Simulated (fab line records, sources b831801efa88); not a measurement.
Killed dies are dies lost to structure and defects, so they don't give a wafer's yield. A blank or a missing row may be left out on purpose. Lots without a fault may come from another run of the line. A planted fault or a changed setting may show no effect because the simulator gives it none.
Which tool did it? | flow gf180mcu | 6 lots, 18 wafers sampled, at 2 steps of a route of 602

WHAT THE GAUGES READ, wafer by wafer
GF_V5_THK_MEAS_03.
lot  | measured     | on            | V5_CVD_02_THK (nm)
L882 | day 27 01:50 | film_metro-02 | 1467 1439 1454
L886 | day 28 00:23 | film_metro-02 | 1439 1464 1461
L893 | day 30 00:59 | film_metro-02 | 1449 1445 1441
L895 | day 30 19:27 | film_metro-01 | 1414 1423 1448
L898 | day 31 12:53 | film_metro-01 | 1406 1418 1458
L901 | day 32 12:03 | film_metro-03 | 1422 1440 1452

WHICH TOOL RAN EACH LOT (tool, then ch and the chambers of the sampled wafers, then the start)
lot  | GF_V5_CVD_02
L882 | pecvd-03 ch 0,1,2, day 27 01:44
L886 | pecvd-01 ch 0,1,2, day 28 00:16
L893 | pecvd-04 ch 0,1,2, day 30 00:54
L895 | pecvd-01 ch 0,1, day 30 19:20
L898 | pecvd-01 ch 0,1,2, day 31 12:47
L901 | pecvd-03 ch 0,1,2, day 32 11:56
- GF_V5_CVD_02: deposits SiO2 from TEOS, target thk 1450 nm, time 163.28 s.

THE ANSWER, worked out from the rows above alone
Rule: what is usual is taken from the lots themselves. Put in order of their means at a reading, lots are off if they are a third of the lots or fewer, leave a main group of 4 or more, and stand apart from it by a gap of 3 or more times the standard deviation of the main group's means; of several such gaps the widest counts. A main group whose means are all the same, to the digits that the tables above print for the reading, isn't used. A lot without any number at a reading at which 4 lots or more have one is off too. The other lots that the step has rows for count as sound.
No lot is off at any reading shown: from this, nothing can be told.

WHAT THE SIMULATOR HAD PUT IN
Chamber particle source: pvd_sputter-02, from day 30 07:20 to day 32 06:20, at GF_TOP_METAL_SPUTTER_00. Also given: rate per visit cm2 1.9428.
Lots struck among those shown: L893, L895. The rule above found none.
